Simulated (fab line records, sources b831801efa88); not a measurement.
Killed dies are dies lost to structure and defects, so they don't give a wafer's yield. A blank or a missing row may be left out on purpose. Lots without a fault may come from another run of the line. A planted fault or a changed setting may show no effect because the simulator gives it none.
Which tool did it? | flow sfq_line | 14 lots, 42 wafers sampled, at 1 step of a route of 325

WHAT THE GAUGES READ, wafer by wafer
The record holds no reading of a measuring or inspecting step that can be judged against a usual standard deviation.

WHICH TOOL RAN EACH LOT (tool, then ch and the chambers of the sampled wafers, then the start)
lot  | SFQ_TRILAYER_I2_CMP_CMP_064
L318 | cmp-01 ch 0,1,3, day 25 09:12
L320 | cmp-01 ch 0,1,2, day 31 02:01
L321 | cmp-02 ch 0,1,3, day 31 10:20
L322 | cmp-02 ch 1,2,3, day 31 19:56
L323 | cmp-02 ch 0,1,2, day 32 20:00
L324 | cmp-02 ch 1,3, day 33 09:54
L327 | cmp-01 ch 0,2,3, day 34 13:11
L328 | cmp-02 ch 0,1,3, day 35 01:10
L330 | cmp-01 ch 0,1,2, day 35 15:23
L331 | cmp-01 ch 2,3, day 35 23:53
L332 | cmp-02 ch 0,1,3, day 36 07:40
L337 | cmp-01 ch 2,3, day 37 23:23
L338 | cmp-01 ch 2,3, day 38 11:23
L340 | cmp-01 ch 2,3, day 41 09:50
- SFQ_TRILAYER_I2_CMP_CMP_064: polishes SiO2.

WHAT THE TOOLS THEMSELVES READ (means of the sampled wafers that have a number; where no wafer has one, the mark that the record gives instead)
SFQ_TRILAYER_I2_CMP_CMP_064. Usual: head_pressure_psi 3.000 psi, standard deviation 0.0065; motor_current_A 10.2 A, standard deviation 1; slurry_flow_ml_min 150.0, standard deviation 0.49; time_to_endpoint_s 216 s, standard deviation 7.7.
lot  | tool   | head_pressure_psi (psi) | motor_current_A (A) | slurry_flow_ml_min | time_to_endpoint_s (s) | flag
L318 | cmp-01 | 3.003                   | 10.1                | 149.9              | 218                    |
L320 | cmp-01 | 3.005                   | 10.5                | 150.1              | 217                    |
L321 | cmp-02 | 2.999                   | 9.8                 | 149.7              | 215                    |
L322 | cmp-02 | 3.002                   | 9.7                 | 149.6              | 214                    |
L323 | cmp-02 | 2.999                   | 10.7                | 149.1              | 223                    |
L324 | cmp-02 | 3.003                   | 9.9                 | 149.6              | 206                    |
L327 | cmp-01 | 2.993                   | 10.4                | 150.2              | 219                    |
L328 | cmp-02 | 2.942                   | 9.9                 | 150.0              | 227                    | OFF
L330 | cmp-01 | 3.003                   | 10.3                | 149.9              | 215                    |
L331 | cmp-01 | 3.005                   | 10.5                | 149.9              | 221                    |
L332 | cmp-02 | 2.945                   | 9.7                 | 150.2              | 217                    | OFF
L337 | cmp-01 | 2.990                   | 10.7                | 150.4              | 215                    |
L338 | cmp-01 | 3.005                   | 10.7                | 149.8              | 221                    |
L340 | cmp-01 | 3.002                   | 10.9                | 150.3              | 213                    |

THE ANSWER, worked out from the rows above alone
Rule: a lot is off if the mean of its wafers that have a number lies more than 3 standard deviations from the usual mean. A lot without any number at a reading at which 4 lots or more have one is off too. The other lots that the step has rows for count as sound. The gauges are gone through in route order, then the tools' own readings, and for those a lot's mean is taken as printed above. The first step at which some lot is off is used, and at that step the reading that is off furthest; a lot without a number counts as furthest.
Off: L328, L332, at SFQ_TRILAYER_I2_CMP_CMP_064 (head_pressure_psi).
A tool fits if, at that step or a process step before it, it ran every lot that is off, and no sound lot after the first of them. One fits: cmp-02 at SFQ_TRILAYER_I2_CMP_CMP_064. Its last sound lot is L324 (day 33 09:54), its first lot that is off L328 (day 35 01:10): a fault that began between those two fits.
The tool's own readings at SFQ_TRILAYER_I2_CMP_CMP_064 bear it out: on the lots that are off they differ by more than 5 times the standard deviation of the sound lots' means. head_pressure_psi reads 2.944 psi there against 3.001 psi on the sound lots.

WHAT THE SIMULATOR HAD PUT IN
Process parameter drift: cmp-02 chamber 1, from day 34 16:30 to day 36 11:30, at SFQ_TRILAYER_I2_CMP_CMP_064. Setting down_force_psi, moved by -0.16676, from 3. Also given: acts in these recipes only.
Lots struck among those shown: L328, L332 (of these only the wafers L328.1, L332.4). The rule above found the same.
